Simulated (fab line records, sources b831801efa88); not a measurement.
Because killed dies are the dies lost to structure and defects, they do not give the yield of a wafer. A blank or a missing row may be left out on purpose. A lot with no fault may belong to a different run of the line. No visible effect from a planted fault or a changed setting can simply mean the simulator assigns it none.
fab line records	flow sky130
record lots=7	wafers=21	lastDay=50
route steps=708 shown SONOS_TUNNEL@167 SONOS_ONO@168
lots with no fault: from the same line, run without faults
startH: hours from the record's first day to the start of the lot's first wafer shown	waitH: time in hours since the lot's previous step	" as in the row above	L1.1+2: a row that stands for several wafers	- value missing, or start not given	* or withheld: withheld	< > ~ a bound
route shown NAME@n: NAME is a module with steps in the file, n the number in the route of the first one	usual: mean/standard deviation taken from wafers without a fault	same: alike in all rows	chamber/n: place in a boat	sites: the reading at each site	_std_site: their standard deviation	_edge_site: mean of outer sites minus mean of inner sites	radiusMm: how far each site lies from the wafer's centre	mask NAME#n: copy n	behind: the last tool/chamber to shape the wafer	hold: cause of the lot's hold/its duration in hours/its outcome	device: transistor that didn't switch, given as n, p or np	end of line: the tests these same wafers got at the end of their route	for a step that has no rows: nothing shown but its recipe	killed: not the wafer's yield, but the dies lost to structure and defects at the first sort	map: shows each die of a wafer: x if killed, . if not, _ if none is there
set.NAME: setting as actually run; set.NAME@STEP: the setting as run at that earlier step	model.NAME: the simulator's own value behind a step, which no gauge read
lots at some steps of the route; a table a step, a row a wafer
## steps
# step SKY_SONOS_TUNNEL_CLEAN_13
# recipe chemistry=dHF	timeS=20	dilution=100:1	dry=ipaMarangoni
# step SKY_SONOS_ONO_OXIDATION_00
# recipe tempC=800	ambient=O2	idleTempC=700	rampUpCPerMin=10	rampDownCPerMin=3	stabiliseS=600	purgeS=300	targetThkA=26	oxTimeS=1249
# step SKY_SONOS_ONO_THK_MEAS_01
# recipe reads=SiO2_of_SONOS_ONO_OXIDATION_00
# usual SONOS_ONO_OXIDATION_THK=2.61/0.049
lot.wafer	tool	chamber	startH	waitH	SONOS_ONO_OXIDATION_THK[nm]
L165.1	filmMetro-01	-	279.21	0.0	2.64
L165.3	"	-	"	"	2.70
L165.4	"	-	"	"	2.65
L170.1	filmMetro-04	-	325.13	0.0	2.65
L170.2	"	-	"	"	2.65
L170.5	"	-	"	"	2.66
L176.1	filmMetro-01	-	371.68	0.0	2.63
L176.3	"	-	"	"	2.56
L176.6	"	-	"	"	2.62
L177.2	filmMetro-01	-	378.81	0.0	2.44
L177.3	"	-	"	"	2.51
L177.5	"	-	"	"	2.60
L178.3	filmMetro-04	-	385.48	0.0	2.56
L178.5	"	-	"	"	2.55
L178.6	"	-	"	"	2.57
L181.2	filmMetro-01	-	421.73	0.0	2.62
L181.3	"	-	"	"	2.61
L181.4	"	-	"	"	2.58
L184.1	filmMetro-04	-	439.42	0.0	2.56
L184.4	"	-	"	"	2.62
L184.5	"	-	"	"	2.59
# step SKY_SONOS_ONO_CVD_02
# recipe material=Si3N4	precursor=DCS/NH3	targetThkNm=10.5	tempC=770	timeS=180	pressureMtorr=250
# step SKY_SONOS_ONO_THK_MEAS_03
# recipe reads=Si3N4_of_SONOS_ONO_CVD_02
# usual SONOS_ONO_CVD_02_THK=10.48/0.14
lot.wafer	tool	chamber	startH	waitH	SONOS_ONO_CVD_02_THK[nm]
L165.1	filmMetro-01	-	281.23	0.0	10.36
L165.3	"	-	"	"	10.48
L165.4	"	-	"	"	10.33
L170.1	filmMetro-04	-	327.73	0.0	10.57
L170.2	"	-	"	"	10.46
L170.5	"	-	"	"	10.65
L176.1	filmMetro-04	-	396.39	0.0	10.60
L176.3	"	-	"	"	10.57
L176.6	"	-	"	"	10.51
L177.2	filmMetro-01	-	396.40	0.0	10.55
L177.3	"	-	"	"	10.56
L177.5	"	-	"	"	10.63
L178.3	filmMetro-03	-	396.41	0.0	10.55
L178.5	"	-	"	"	10.65
L178.6	"	-	"	"	10.62
L181.2	filmMetro-03	-	425.20	0.0	10.77
L181.3	"	-	"	"	10.70
L181.4	"	-	"	"	10.62
L184.1	filmMetro-01	-	442.69	0.0	10.38
L184.4	"	-	"	"	10.53
L184.5	"	-	"	"	10.46
# step SKY_SONOS_ONO_CVD_04
# recipe material=SiO2	precursor=SiH4/N2O	targetThkNm=5.7199	tempC=900	pressureMtorr=400
# step SKY_SONOS_ONO_THK_MEAS_05
# recipe reads=SiO2_of_SONOS_ONO_CVD_04
# usual SONOS_ONO_CVD_04_THK=5.67/0.12
lot.wafer	tool	chamber	startH	waitH	SONOS_ONO_CVD_04_THK[nm]
L165.1	filmMetro-01	-	282.54	0.0	5.92
L165.3	"	-	"	"	5.82
L165.4	"	-	"	"	5.95
L170.1	filmMetro-01	-	329.04	0.0	5.65
L170.2	"	-	"	"	5.60
L170.5	"	-	"	"	5.68
L176.1	filmMetro-04	-	397.70	0.0	5.62
L176.3	"	-	"	"	5.57
L176.6	"	-	"	"	5.62
L177.2	filmMetro-01	-	397.71	0.0	5.43
L177.3	"	-	"	"	5.55
L177.5	"	-	"	"	5.48
L178.3	filmMetro-03	-	397.75	0.1	5.69
L178.5	"	-	"	"	5.50
L178.6	"	-	"	"	5.57
L181.2	filmMetro-04	-	428.08	0.0	5.49
L181.3	"	-	"	"	5.46
L181.4	"	-	"	"	5.55
L184.1	filmMetro-03	-	444.63	0.0	5.84
L184.4	"	-	"	"	5.79
L184.5	"	-	"	"	5.90
# step SKY_SONOS_ONO_DEHYDRATE_06
# recipe tempC=200	timeS=60
# step SKY_SONOS_ONO_HMDS_07
# recipe primeTimeS=60	primeTempC=120
# step SKY_SONOS_ONO_COAT_08
# recipe resist=NOVOLAK	spinRpm=3000	resistThkNm=1140
# step SKY_SONOS_ONO_SOFTBAKE_09
# recipe tempC=90	timeS=60	resist=NOVOLAK
# step SKY_SONOS_ONO_EXPOSE_10
# recipe maskId=ONOM	targetCdNm=410	na=0.6	sourceShape=conventional	sigmaOuter=0.6	doseMj=150
# step SKY_SONOS_ONO_PEB_11
# recipe tempC=withheld	timeS=*	resist=NOVOLAK
# usual chillPlateTempC=*	exhaustPa=45.0/0.86
lot.wafer	tool	chamber	startH	waitH	chillPlateTempC	exhaustPa
L165.1	lithoTrack-01	0	307.53	-	*	45.5
L165.3	"	0	"	"	*	45.5
L165.4	"	0	"	"	*	44.4
L170.1	lithoTrack-01	0	355.68	-	*	44.9
L170.2	"	0	"	"	*	44.1
L170.5	"	0	"	"	*	44.5
L177.2	lithoTrack-01	-	427.55	-	-	-
L177.3	"	-	"	"	-	-
L177.5	"	-	"	"	-	-
L176.1	lithoTrack-03	-	427.98	-	-	-
L176.3	"	-	"	"	-	-
L176.6	"	-	"	"	-	-
L178.3	lithoTrack-03	-	428.33	-	-	-
L178.5	"	-	"	"	-	-
L178.6	"	-	"	"	-	-
L181.2	lithoTrack-01	0	457.90	-	*	44.5
L181.3	"	0	"	"	*	46.3
L181.4	"	0	"	"	*	45.1
L184.1	lithoTrack-03	0	474.83	-	*	44.5
L184.4	"	0	"	"	*	44.6
L184.5	"	0	"	"	*	44.3
# step SKY_SONOS_ONO_DEVELOP_12
# recipe developTimeS=60	devTempC=23
## key
firstSign step=SKY_SONOS_ONO_PEB_11	reading=toolRecord	direction=missing
effect none on later readings
metAt SKY_SONOS_ONO_PEB_11
struckWafers L176.1,L176.3,L176.6,L177.2,L177.3,L177.5,L178.3,L178.5,L178.6
sortLeftOut L176.1,L176.3,L176.6,L177.2,L177.3,L177.5,L178.3,L178.5,L178.6
testerLeftOut L176,L177,L178
onsetBetween 355.68 427.55
fault kind=skippedStepWhole	tool=lithoTrack-01,lithoTrack-03	chamber=-	onsetH=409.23	steps=SKY_SONOS_ONO_PEB_11	scope=struckLotsOnly
# testerLeftOut: of these lots the tester's yield and bins aren't shown, on N5 and GAA mostly nor the transistor test; their killed dies are dies lost to structure and defects alone, not to doping, threshold or leakage, so they don't give the yield
# sortLeftOut: the simulated sort isn't trusted on such a fault, so these wafers' sort isn't shown, and their yield isn't known
